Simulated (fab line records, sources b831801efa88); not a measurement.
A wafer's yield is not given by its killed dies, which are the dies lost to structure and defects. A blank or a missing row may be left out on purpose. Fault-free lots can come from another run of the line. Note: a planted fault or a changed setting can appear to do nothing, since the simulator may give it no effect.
2 desks looking at one fault || flow sky130 || numbers are kept per desk, each desk with only its own; the story behind them comes last

== THE METROLOGY DESK ==
What the gauges read for every lot (on any tool): the sampled wafers with a number, averaged. The brackets show how far a lot's mean lies from the usual mean; more than 4 standard deviations puts the lot out of limits, marked OUT.
Columns: A = CAP2M_OVL at SKY_CAP2M_OVL_MEAS_12, usual -0.5 nm; B = VIA4_OVL at SKY_VIA4_OVL_MEAS_11, usual 1.2 nm; C = PASSIVATION_CVD_02_THK at SKY_PASSIVATION_THK_MEAS_03, usual 541 nm
{"lot": "L943", "first seen here": "day 41 10:01", "A": -0.3, "B": 3.1, "C": 531}
{"lot": "L944", "first seen here": "day 41 16:03", "A": -1.1, "B": 3.6, "C": 533}
{"lot": "L946", "first seen here": "day 42 03:38", "A": 1.2, "B": -1.1, "C": 548}
{"lot": "L947", "first seen here": "day 42 12:59", "A": -1.3, "B": 1.1, "C": 537}
{"lot": "L949", "first seen here": "day 43 05:29", "A": -0.1, "B": 1.7, "C": 533}
{"lot": "L950", "first seen here": "day 43 19:11", "A": 0.1, "B": 1.4, "C": 542}
{"lot": "L951", "first seen here": "day 44 12:21", "A": 0.1, "B": 1.4, "C": 537}
{"lot": "L957", "first seen here": "day 45 12:01", "A": 0.1, "B": -0.4, "C": 547}
{"lot": "L958", "first seen here": "day 45 15:40", "A": -1.6, "B": 1.4, "C": "586 (+6.3) OUT"}
{"lot": "L959", "first seen here": "day 45 19:17", "A": 1.6, "B": 2.6, "C": 564}
{"lot": "L965", "first seen here": "day 47 04:05", "A": -0.6, "B": 0.4, "C": 539}
{"lot": "L966", "first seen here": "day 47 08:38", "A": -0.7, "B": 0.7, "C": 539}
Per this desk, out of limits: L958; the first was L958, day 48 10:10 (PASSIVATION_CVD_02_THK at SKY_PASSIVATION_THK_MEAS_03). L943, L944, L946, L947, L949, L950, L951, L957, L959, L965, L966 stayed within limits.

== THE TOOL OWNER'S DESK: pecvd-02 ==
The tool's own readings at SKY_PASSIVATION_CVD_02 (deposits Si3N4, target thk 540 nm): means of the sampled wafers that have a number, for each lot that ran on this tool. The brackets show how far a lot's mean lies from the usual mean; more than 4 standard deviations puts the lot out of limits, marked OUT.
Columns: A = heater_power_w at SKY_PASSIVATION_CVD_02, usual 672 W
{"lot": "L951", "first seen here": "day 47 09:11", "A": 685}
{"lot": "L957", "first seen here": "day 48 06:23", "A": 674}
{"lot": "L958", "first seen here": "day 48 09:55", "A": 645}
{"lot": "L959", "first seen here": "day 48 13:28", "A": 703}
This desk found nothing out of limits on any of the 4 lots.

== PUT TOGETHER ==
At day 48 10:10 the metrology desk could have sounded an alarm, on L958.
The desk of the tool owner found nothing out of limits.
On record at the tool owner's desk: L958, within its limits.
Every lot named ran SKY_PASSIVATION_CVD_02 on pecvd-02.

== WHAT THE SIMULATOR HAD INSERTED ==
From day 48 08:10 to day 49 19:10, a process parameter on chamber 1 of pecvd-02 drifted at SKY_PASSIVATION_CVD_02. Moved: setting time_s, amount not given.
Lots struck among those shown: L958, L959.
Time in hours between the start of the fault and the first out-of-limits reading at each desk: metrology desk, 2.
